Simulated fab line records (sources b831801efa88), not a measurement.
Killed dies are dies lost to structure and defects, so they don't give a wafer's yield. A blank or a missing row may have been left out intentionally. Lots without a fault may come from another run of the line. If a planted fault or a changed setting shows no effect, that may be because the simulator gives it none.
Tool commonality check || flow sky130 || 14 lots and 42 wafers in the sample

== WHY THIS WAS OPENED ==
2 of 14 lots carry a flag on the reading GATE_OXIDE_OXIDATION_00_THK at SKY_GATE_OXIDE_THK_MEAS_02. Wafers without a fault read 10.40 nm, standard deviation 0.18.
Rule: a lot is flagged when every wafer of it that has a number lies more than 4 standard deviations from that mean, or none has a number. As for the other lots, they are considered sound.

{"lot": "L990", "measured": "day 12 16:52", "on": "film metro-04", "GATE_OXIDE_OXIDATION_00_THK (nm), wafer by wafer": "10.34 10.59 10.41", "flag": ""}
{"lot": "L991", "measured": "day 13 03:08", "on": "film metro-04", "GATE_OXIDE_OXIDATION_00_THK (nm), wafer by wafer": "10.12 9.99 10.08", "flag": ""}
{"lot": "L992", "measured": "day 13 06:03", "on": "film metro-01", "GATE_OXIDE_OXIDATION_00_THK (nm), wafer by wafer": "10.50 10.52 10.56", "flag": ""}
{"lot": "L995", "measured": "day 14 09:13", "on": "film metro-04", "GATE_OXIDE_OXIDATION_00_THK (nm), wafer by wafer": "10.29 10.30 10.45", "flag": ""}
{"lot": "L996", "measured": "day 14 20:11", "on": "film metro-01", "GATE_OXIDE_OXIDATION_00_THK (nm), wafer by wafer": "10.26 10.36 10.24", "flag": ""}
{"lot": "L997", "measured": "day 15 02:58", "on": "film metro-02", "GATE_OXIDE_OXIDATION_00_THK (nm), wafer by wafer": "10.45 10.53 10.54", "flag": ""}
{"lot": "L998", "measured": "day 15 10:07", "on": "film metro-02", "GATE_OXIDE_OXIDATION_00_THK (nm), wafer by wafer": "10.67 10.62 10.51", "flag": ""}
{"lot": "L999", "measured": "day 15 23:11", "on": "film metro-04", "GATE_OXIDE_OXIDATION_00_THK (nm), wafer by wafer": "10.45 10.41 10.50", "flag": ""}
{"lot": "L100", "measured": "day 16 04:34", "on": "film metro-02", "GATE_OXIDE_OXIDATION_00_THK (nm), wafer by wafer": "10.24 10.38 10.21", "flag": ""}
{"lot": "L102", "measured": "day 17 04:19", "on": "film metro-01", "GATE_OXIDE_OXIDATION_00_THK (nm), wafer by wafer": "10.31 10.29 10.40", "flag": ""}
{"lot": "L105", "measured": "day 18 05:53", "on": "film metro-02", "GATE_OXIDE_OXIDATION_00_THK (nm), wafer by wafer": "10.41 10.40 10.38", "flag": ""}
{"lot": "L107", "measured": "day 18 16:38", "on": "film metro-01", "GATE_OXIDE_OXIDATION_00_THK (nm), wafer by wafer": "8.11 7.96 8.05", "flag": "FLAGGED"}
{"lot": "L110", "measured": "day 20 05:23", "on": "film metro-02", "GATE_OXIDE_OXIDATION_00_THK (nm), wafer by wafer": "8.19 8.18 8.03", "flag": "FLAGGED"}
{"lot": "L113", "measured": "day 20 10:44", "on": "film metro-02", "GATE_OXIDE_OXIDATION_00_THK (nm), wafer by wafer": "10.37 10.27 10.55", "flag": ""}
The mean of the flagged lots' numbers is 8.09 nm, -2.31 nm from the usual (-13 standard deviations).

== WHICH TOOL RAN EACH LOT ==
The record holds 1 process step before the reading, out of a route of 708 steps. Every cell lists first the tool, next ch and the chambers used by the sampled wafers, and last the start.
{"lot": "L990", "flag": "", "SKY_GATE_OXIDE_OXIDATION_01": "furnace-01 ch 0, day 12 15:26"}
{"lot": "L991", "flag": "", "SKY_GATE_OXIDE_OXIDATION_01": "furnace-01 ch 0, day 13 01:43"}
{"lot": "L992", "flag": "", "SKY_GATE_OXIDE_OXIDATION_01": "furnace-01 ch 0, day 13 04:39"}
{"lot": "L995", "flag": "", "SKY_GATE_OXIDE_OXIDATION_01": "furnace-02 ch 0, day 14 07:48"}
{"lot": "L996", "flag": "", "SKY_GATE_OXIDE_OXIDATION_01": "furnace-02 ch 0, day 14 18:46"}
{"lot": "L997", "flag": "", "SKY_GATE_OXIDE_OXIDATION_01": "furnace-01 ch 0, day 15 01:33"}
{"lot": "L998", "flag": "", "SKY_GATE_OXIDE_OXIDATION_01": "furnace-01 ch 0, day 15 08:41"}
{"lot": "L999", "flag": "", "SKY_GATE_OXIDE_OXIDATION_01": "furnace-01 ch 0, day 15 21:46"}
{"lot": "L100", "flag": "", "SKY_GATE_OXIDE_OXIDATION_01": "furnace-02 ch 0, day 16 03:10"}
{"lot": "L102", "flag": "", "SKY_GATE_OXIDE_OXIDATION_01": "furnace-01 ch 0, day 17 02:55"}
{"lot": "L105", "flag": "", "SKY_GATE_OXIDE_OXIDATION_01": "furnace-02 ch 0, day 18 04:28"}
{"lot": "L107", "flag": "FLAGGED", "SKY_GATE_OXIDE_OXIDATION_01": "furnace-01 ch 0, day 18 15:13"}
{"lot": "L110", "flag": "FLAGGED", "SKY_GATE_OXIDE_OXIDATION_01": "furnace-01 ch 0, day 20 03:57"}
{"lot": "L113", "flag": "", "SKY_GATE_OXIDE_OXIDATION_01": "furnace-02 ch 0, day 20 09:20"}
These steps, and what they do:
- SKY_GATE_OXIDE_OXIDATION_01: stabilise 600 s, purge 300 s, target thk 10.268 nm.
- SKY_GATE_OXIDE_THK_MEAS_02

== FLAGGED AGAINST TOTAL, ONE TOOL AT A TIME (gauges that did the reading follow at the end) ==
{"step": "SKY_GATE_OXIDE_OXIDATION_01", "tool": "furnace-01", "lots run": 9, "flagged": 2, "share of the flagged lots": "all", "sound lots run after its first flagged lot": 0}
{"step": "SKY_GATE_OXIDE_OXIDATION_01", "tool": "furnace-02", "lots run": 5, "flagged": 0, "share of the flagged lots": "none", "sound lots run after its first flagged lot": "-"}
{"step": "SKY_GATE_OXIDE_THK_MEAS_02", "tool": "film metro-01", "lots run": 4, "flagged": 1, "share of the flagged lots": "some", "sound lots run after its first flagged lot": 0}
{"step": "SKY_GATE_OXIDE_THK_MEAS_02", "tool": "film metro-02", "lots run": 6, "flagged": 1, "share of the flagged lots": "some", "sound lots run after its first flagged lot": "1 (L113)"}
{"step": "SKY_GATE_OXIDE_THK_MEAS_02", "tool": "film metro-04", "lots run": 4, "flagged": 0, "share of the flagged lots": "none", "sound lots run after its first flagged lot": "-"}

== WHAT THE TABLE PERMITS ==
All flagged lots share 1 row of the table, namely furnace-01 at SKY_GATE_OXIDE_OXIDATION_01.
- furnace-01 at SKY_GATE_OXIDE_OXIDATION_01 ran 9 lots, 2 of them flagged. A fault beginning between L102 (day 17 02:55), its last sound lot, and L107 (day 18 15:13), its first flagged one, fits the data. Its own readings (spike tc bottom C, spike tc centre C, spike tc lower C, spike tc top C, spike tc upper C, tube center temp C, tube_center_temp_C_max) fall more than 4 standard deviations out on all wafers of the flagged lots.
One tool is left: furnace-01 at SKY_GATE_OXIDE_OXIDATION_01.

== WHAT THE SIMULATOR HAD INSERTED ==
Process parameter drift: furnace-01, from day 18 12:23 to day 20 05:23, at SKY_GATE_OXIDE_OXIDATION_01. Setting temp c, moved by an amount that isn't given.
Lots struck among those shown: L107, L110. The same result came from the rule above.
